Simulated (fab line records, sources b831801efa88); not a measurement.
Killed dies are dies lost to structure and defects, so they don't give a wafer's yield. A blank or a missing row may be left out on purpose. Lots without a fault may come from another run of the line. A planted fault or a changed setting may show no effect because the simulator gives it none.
fab line records | flow gf180mcu
record lots=14 wafers=42 last_day=34
route steps=602 shown CONTACT@287
lots that met no fault: from a run of the same line without faults
start_h: hours from the record's first day to the start of the lot's first wafer shown | wait_h: hours since the lot's step before | " the same as in the row above | L1.1+2: a row that stands for several wafers | - no value, or no start given | * or withheld: withheld | < > ~ a bound
route shown NAME@n: a module of which the file shows steps, and the number in the route of the first | usual: mean/standard deviation of fault-free wafers | same: alike in all rows | chamber/n: place in a boat | sites: the reading at each site | _std_site: their standard deviation | _edge_site: outer sites' mean less inner sites' | radius_mm: how far each site lies from the wafer's centre | mask NAME#n: copy n | behind: the tool/chamber that last shaped the wafer | hold: why the lot was held/for how many hours/how that ended | device: the transistor (n, p or np) that didn't switch | end of line: the same wafers' tests at the end of the route | a step without rows: its recipe alone | killed: dies lost to structure and defects at the first sort, not the wafer's yield | map: a wafer's dies, x killed, . not, _ none there
set.NAME: the setting as run; set.NAME@STEP: as run at that earlier step | model.NAME: the simulator's own value behind a step, which no gauge read
steps of the route over a sample of lots; a table a step, a row a wafer
services: from which hour (start_h, from the record's first day; less than 0 if before it) a tool's chamber was out of use, for how many hours, and why
## steps
# step GF_CONTACT_CVD_00
# recipe material=SiO2 target_thk_nm=300 sigma_open_frac=0.3 temp_c=400 time_s=50 sih4_flow_sccm=60 pressure_mtorr=6
# usual sih4_flow_sccm=60.02/0.17
# columns lot.wafer tool chamber start_h wait_h sih4_flow_sccm
L280.2 hdpcvd-01 2 352.76 0.1 60.04
L280.3 " 0 " " 59.97
L280.6 " 2 " " 60.02
L282.4 hdpcvd-01 1 378.05 0.1 60.03
L282.5 " 2 " " 59.93
L282.6 " 0 " " 59.70
L283.2 hdpcvd-02 0 382.49 0.1 60.23
L283.4 " 0 " " 60.18
L283.5 " 2 " " 59.83
L285.1 hdpcvd-01 0 395.73 0.1 60.10
L285.4 " 0 " " 60.13
L285.5 " 1 " " 60.69
L284.4 hdpcvd-02 2 399.43 0.1 59.86
L284.5 " 1 " " 60.13
L284.6 " 0 " " 59.96
L286.4 hdpcvd-02 0 402.70 0.1 60.10
L286.5 " 1 " " 60.07
L286.6 " 2 " " 59.84
L289.1 hdpcvd-02 0 430.66 0.1 60.05
L289.4 " 0 " " 60.02
L289.5 " 1 " " 59.93
L291.4 hdpcvd-02 1 449.49 0.1 59.91
L291.5 " 0 " " 60.10
L291.6 " 2 " " 59.90
L292.2 hdpcvd-01 1 457.81 0.1 60.17
L292.4 " 1 " " 60.14
L292.5 " 0 " " 60.10
L293.2 hdpcvd-01 0 462.84 0.1 59.98
L293.3 " 1 " " 60.00
L293.5 " 1 " " 59.88
L295.2 hdpcvd-01 0 486.11 0.1 60.12
L295.3 " 1 " " 59.87
L295.5 " 0 " " 60.10
L296.2 hdpcvd-02 1 490.24 0.1 60.09
L296.4 " 0 " " 60.03
L296.6 " 1 " " 60.06
L299.2 hdpcvd-02 2 511.21 0.1 30.09
L299.3 " 0 " " 29.92
L299.5 " 2 " " 30.22
L302.1 hdpcvd-02 2 537.34 0.1 29.85
L302.5 " 1 " " 30.17
L302.6 " 0 " " 29.93
# step GF_CONTACT_THK_MEAS_01
# recipe reads=SiO2_of_CONTACT_CVD_00
# usual CONTACT_CVD_00_THK=299.1/2.5
# columns lot.wafer tool chamber start_h wait_h CONTACT_CVD_00_THK[nm]
L280.2 film_metro-02 - 352.82 0.0 300.7
L280.3 " - " " 300.1
L280.6 " - " " 301.0
L282.4 film_metro-03 - 378.10 0.0 302.2
L282.5 " - " " 297.7
L282.6 " - " " 299.8
L283.2 film_metro-02 - 382.55 0.0 300.6
L283.4 " - " " 300.5
L283.5 " - " " 298.0
L285.1 film_metro-01 - 395.78 0.0 296.9
L285.4 " - " " 299.9
L285.5 " - " " 298.5
L284.4 film_metro-01 - 399.48 0.0 297.5
L284.5 " - " " 302.3
L284.6 " - " " 298.6
L286.4 film_metro-02 - 402.75 0.0 300.9
L286.5 " - " " 299.0
L286.6 " - " " 300.8
L289.1 film_metro-02 - 430.73 0.0 295.1
L289.4 " - " " 301.4
L289.5 " - " " 296.2
L291.4 film_metro-02 - 449.54 0.0 300.1
L291.5 " - " " 294.8
L291.6 " - " " 299.1
L292.2 film_metro-02 - 457.87 0.0 303.3
L292.4 " - " " 300.9
L292.5 " - " " 301.6
L293.2 film_metro-02 - 462.90 0.0 298.0
L293.3 " - " " 299.9
L293.5 " - " " 300.0
L295.2 film_metro-03 - 486.17 0.0 296.3
L295.3 " - " " 301.1
L295.5 " - " " 299.7
L296.2 film_metro-01 - 490.29 0.0 299.8
L296.4 " - " " 301.3
L296.6 " - " " 300.3
L299.2 film_metro-03 - 511.27 0.0 151.5
L299.3 " - " " 149.8
L299.5 " - " " 151.2
L302.1 film_metro-03 - 537.38 0.0 152.9
L302.5 " - " " 154.7
L302.6 " - " " 155.5
# step GF_CONTACT_ETCH_17
# recipe chemistry=C4F8/O2/Ar mask_material=KrF target=SiO2 stop_on=CoSi2 source_w=1500 bias_w=1200 pressure_mtorr=40 c4f8_flow_sccm=withheld O2_flow_sccm=6 Ar_flow_sccm=300 time_s=withheld target_depth_a=8600
# usual oes_product_au=0.814/0.0048
# columns lot.wafer tool chamber start_h wait_h oes_product_au
L280.2 rie_diel-03 2 - - 0.809
L280.3 " 3 " " 0.818
L280.6 " 2 " " 0.819
L282.4 rie_diel-01 3 - - 0.818
L282.5 " 1 " " 0.812
L282.6 " 0 " " 0.826
L283.2 rie_diel-03 2 - - 0.811
L283.4 " 1 " " 0.819
L283.5 " 2 " " 0.808
L285.1 rie_diel-03 1 - - 0.812
L285.4 " 2 " " 0.814
L285.5 " 1 " " 0.812
L284.4 rie_diel-01 3 - - 0.815
L284.5 " 2 " " 0.813
L284.6 " 3 " " 0.818
L286.4 rie_diel-01 0 - - 0.819
L286.5 " 3 " " 0.809
L286.6 " 0 " " 0.816
L289.1 rie_diel-03 0 - - 0.804
L289.4 " 3 " " 0.809
L289.5 " 2 " " 0.815
L291.4 rie_diel-02 0 - - 0.810
L291.5 " 0 " " 0.811
L291.6 " 3 " " 0.816
L292.2 rie_diel-02 2 - - 0.818
L292.4 " 0 " " 0.804
L292.5 " 1 " " 0.820
L293.2 rie_diel-03 2 - - 0.811
L293.3 " 3 " " 0.811
L293.5 " 1 " " 0.814
L295.2 rie_diel-01 3 - - 0.814
L295.3 " 2 " " 0.816
L295.5 " 3 " " 0.818
L296.2 rie_diel-02 1 - - 0.811
L296.4 " 3 " " 0.828
L296.6 " 0 " " 0.822
L299.2 rie_diel-02 3 - - 0.739
L299.3 " 0 " " 0.737
L299.5 " 1 " " 0.738
L302.1 rie_diel-03 3 - - 0.733
L302.5 " 2 " " 0.747
L302.6 " 1 " " 0.742
## services
# columns tool chamber start_h hours kind
rie_diel-02 1 337.47 - clean
rie_diel-02 1 337.47 16.8 scheduled_down
rie_diel-03 1 340.59 - clean
rie_diel-03 1 340.59 18.4 scheduled_down
rie_diel-03 1 340.59 18.4 vent_cycle
rie_diel-03 1 374.15 4.2 repair
rie_diel-03 - 386.31 0.3 repair
rie_diel-01 0 407.35 4.6 repair
hdpcvd-01 - 408.87 1.4 repair
hdpcvd-02 2 421.11 9.7 repair
rie_diel-03 2 444.52 8.3 repair
hdpcvd-02 - 469.23 1.8 repair
hdpcvd-02 - 500.06 1.8 repair
rie_diel-03 1 500.34 3.8 repair
rie_diel-01 2 529.49 6.1 repair
hdpcvd-02 - 530.25 0.8 pm
hdpcvd-02 - 539.25 15.0 pm
hdpcvd-02 0 539.25 15.0 vent_cycle
hdpcvd-02 1 539.25 15.0 vent_cycle
hdpcvd-02 2 539.25 15.0 vent_cycle
rie_diel-01 2 551.60 5.1 repair
hdpcvd-02 0 554.25 - clean
hdpcvd-02 1 554.25 - clean
hdpcvd-02 2 554.25 - clean
## key
first_sign step=GF_CONTACT_CVD_00 reading=sih4_flow_sccm direction=down sigmas=99+ usual=60.02 struck=30.03
effect step=GF_CONTACT_THK_MEAS_01 reading=CONTACT_CVD_00_THK direction=down sigmas=58 usual=299.1 struck=152.6
effect step=GF_CONTACT_ETCH_17 reading=oes_product_au direction=down sigmas=16 usual=0.814 struck=0.739
met_at GF_CONTACT_CVD_00
struck_lots L299,L302
tester_left_out L299,L302
onset_between 490.24 511.21
fault kind=process_parameter_drift tool=hdpcvd-02 chamber=- onset_h=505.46 steps=GF_CONTACT_CVD_00 channel=sih4_flow_sccm offset=-30 shape=step end_h=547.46 acts_in=these_recipes_only stated=60
# tester_left_out: of these lots the tester's yield and bins aren't shown, on N5 and GAA mostly nor the transistor test; their killed dies are dies lost to structure and defects alone, not to doping, threshold or leakage, so they don't give the yield
